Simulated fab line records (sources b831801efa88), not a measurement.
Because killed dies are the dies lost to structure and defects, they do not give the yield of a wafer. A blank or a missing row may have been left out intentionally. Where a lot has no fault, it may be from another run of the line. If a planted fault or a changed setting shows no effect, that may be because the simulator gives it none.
Matching of chambers + flow sky130 + SKY_POLY_CUT_ETCH_11 on rie-diel-01: 4 sister chambers
The step etches Si3N4 in CF4/CH2F2/Ar, stops on poly-Si, time 42.5 s, target depth 60 nm. 22 wafers are shown with their chamber, then 11 later ones without.

## WAFERS PAIRED WITH THEIR CHAMBERS
| wafer  | chamber | drypump-motor-current-A (A) | oes-product-au (a.u.) | cf4-flow-sccm (sccm) |
|--------|---------|-----------------------------|-----------------------|----------------------|
| L075.1 | 1       | 5.0                         | 0.823                 | 39.98                |
| L075.3 | 2       | 5.8                         | 0.818                 | 39.94                |
| L075.5 | 2       | 5.8                         | 0.819                 | 39.81                |
| L080.3 | 2       | 5.8                         | 0.821                 | 40.10                |
| L080.4 | 1       | 4.9                         | 0.836                 | 40.01                |
| L080.6 | 1       | 4.9                         | 0.827                 | 39.97                |
| L081.2 | 0       | 5.9                         | 0.826                 | 39.99                |
| L081.3 | 3       | 5.7                         | 0.823                 | 39.76                |
| L081.6 | 0       | 5.9                         | 0.820                 | 39.97                |
| L082.1 | 2       | 5.8                         | 0.826                 | 39.95                |
| L082.5 | 1       | 5.0                         | 0.823                 | 40.05                |
| L082.6 | 0       | 5.9                         | 0.828                 | 40.07                |
| L084.2 | 3       | 5.7                         | 0.826                 | 40.08                |
| L084.4 | 1       | 4.9                         | 0.833                 | 40.03                |
| L084.5 | 1       | 4.9                         | 0.835                 | 39.96                |
| L085.2 | 3       | 5.7                         | 0.824                 | 39.90                |
| L085.3 | 0       | 5.9                         | 0.823                 | 40.12                |
| L085.4 | 1       | 5.0                         | 0.826                 | 39.95                |
| L086.4 | 2       | 5.8                         | 0.825                 | 39.95                |
| L086.5 | 0       | 5.9                         | 0.830                 | 39.95                |
| L086.6 | 1       | 4.9                         | 0.826                 | 40.02                |
| L089.1 | 0       | 5.9                         | 0.821                 | 40.19                |

SIGNATURES, as means of the wafers listed above
| reading                 | chamber 0 | chamber 1 | chamber 2 | chamber 3 | scatter within a chamber |
|-------------------------|-----------|-----------|-----------|-----------|--------------------------|
| drypump-motor-current-A | 5.900     | 4.938     | 5.800     | 5.700     | 0.0323                   |
| oes-product-au          | 0.82467   | 0.82862   | 0.82180   | 0.82433   | 0.00427                  |
| cf4-flow-sccm           | 40.0483   | 39.9963   | 39.9500   | 39.9133   | 0.0906                   |
Rule: for a wafer and a chamber, the distance is found by dividing, reading by reading, the gap between the wafer's reading and the chamber's mean by the reading's scatter, squaring, summing and taking the root. The wafer belongs to the nearest chamber; if the next one is less than 2 further off, it can't be placed. The scatter: the root of (the sum of the squares of (reading less its chamber's mean) over the shown wafers, divided by (wafers less chambers)).

## WAFERS WITH NO CHAMBER GIVEN
| wafer  | drypump-motor-current-A (A) | oes-product-au (a.u.) | cf4-flow-sccm (sccm) |
|--------|-----------------------------|-----------------------|----------------------|
| L089.4 | 4.9                         | 0.814                 | 39.71                |
| L089.5 | 5.8                         | 0.815                 | 40.01                |
| L090.1 | 5.8                         | 0.829                 | 39.86                |
| L090.2 | 4.9                         | 0.826                 | 39.93                |
| L090.4 | 5.8                         | 0.831                 | 39.97                |
| L091.1 | 5.8                         | 0.825                 | 39.87                |
| L091.3 | 5.0                         | 0.822                 | 39.85                |
| L091.4 | 5.7                         | 0.823                 | 39.84                |
| L097.1 | 5.8                         | 0.834                 | 40.06                |
| L097.4 | 5.9                         | 0.827                 | 40.01                |
| L097.6 | 5.8                         | 0.832                 | 40.07                |

## CHAMBER TAKEN BY EACH
| wafer  | from the rows above          | in truth |
|--------|------------------------------|----------|
| L089.4 | 1                            | 1        |
| L089.5 | 2                            | 2        |
| L090.1 | can't be placed: 2 or 3 or 0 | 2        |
| L090.2 | 1                            | 1        |
| L090.4 | can't be placed: 2 or 3 or 0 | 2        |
| L091.1 | can't be placed: 2 or 3      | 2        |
| L091.3 | 1                            | 1        |
| L091.4 | 3                            | 3        |
| L097.1 | can't be placed: 2 or 0 or 3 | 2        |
| L097.4 | 0                            | 0        |
| L097.6 | can't be placed: 2 or 0 or 3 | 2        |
Correctly placed: 6 of 11. Not placeable from these rows: 5 (in 5, the candidates include the true chamber). Number placed wrongly: 0.
